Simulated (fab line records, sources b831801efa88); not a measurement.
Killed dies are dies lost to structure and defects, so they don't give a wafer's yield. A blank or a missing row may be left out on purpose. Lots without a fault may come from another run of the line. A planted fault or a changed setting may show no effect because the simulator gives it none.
Problem report in the 8D (eight disciplines) form, filled by code | flow sky130 | the parts of the form that need people (team, actions taken, sign-off) are left out

1. THE PROBLEM
beam_on_s at SKY_LDD_N_IMPLANT_15 reads a mean of 14.21 s on 6 wafers of 2 lots; wafers without a fault read 9.95 s with a standard deviation of 0.19. That is +22 standard deviations from the usual mean.
First seen on wafer L236.2, day 21 22:33, on implanter-01. The record holds 18 wafers of 6 lots with a number at this step. Rule for "out", or "out of limits": more than 4 standard deviations from the usual mean. The other wafers with a number count as sound.

2. WHAT IT IS AND WHAT IT IS NOT
question                    | is                            | is not
which readings at this step | beam_on_s, faraday_current_uA | tilt_deg
which lots                  | L236, L237                    | L230, L246, L248, L249
which wafers of those lots  | all that have a number        | -
read on which tools         | implanter-01                  | implanter-03
when                        | from day 21 22:33             | up to then (3 sound wafers); but 9 sound wafers of L246, L248, L249 came after

3. SUSPECTS, AND WHAT RULES EACH OUT
Counting: a tool at a process step up to the reading stays a suspect if it ran every lot that is out and no sound lot after the first of them.
- implanter-01 at SKY_LDD_N_IMPLANT_15: ruled out as a lasting fault. Sound lots L248, L249 ran on it after its first lot that is out, L236 (day 21 22:33).
Left after counting: nothing in the record.

4. THE CAUSE (what the simulator had put in)
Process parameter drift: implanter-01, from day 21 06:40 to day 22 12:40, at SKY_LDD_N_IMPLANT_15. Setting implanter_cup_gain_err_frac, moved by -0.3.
Counting ruled it out, wrongly.

5. THE CHAIN OF EFFECTS, in route order
Each row: a reading whose mean over the struck wafers that have a number lies more than 3 standard deviations from the usual. Only readings for which the record gives a usual standard deviation are gone through. hours: the time from each lot's start at the first step in this table that gives one to its start at this step, as a median over the lots. sigmas: the change in usual standard deviations.
hours | step                 | reading            | usual  | on struck wafers | change | sigmas
0     | SKY_LDD_N_IMPLANT_15 | beam_on_s          | 9.95 s | 14.21            | +4.26  | +22
0     | SKY_LDD_N_IMPLANT_15 | faraday_current_uA | 28.3   | 19.9             | -8.4   | -16
The process steps in it:
- SKY_LDD_N_IMPLANT_15

6. WHAT WOULD HAVE CAUGHT IT SOONER
In this record the first reading out of limits was taken at day 21 22:33, 16 hours after the fault began at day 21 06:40.
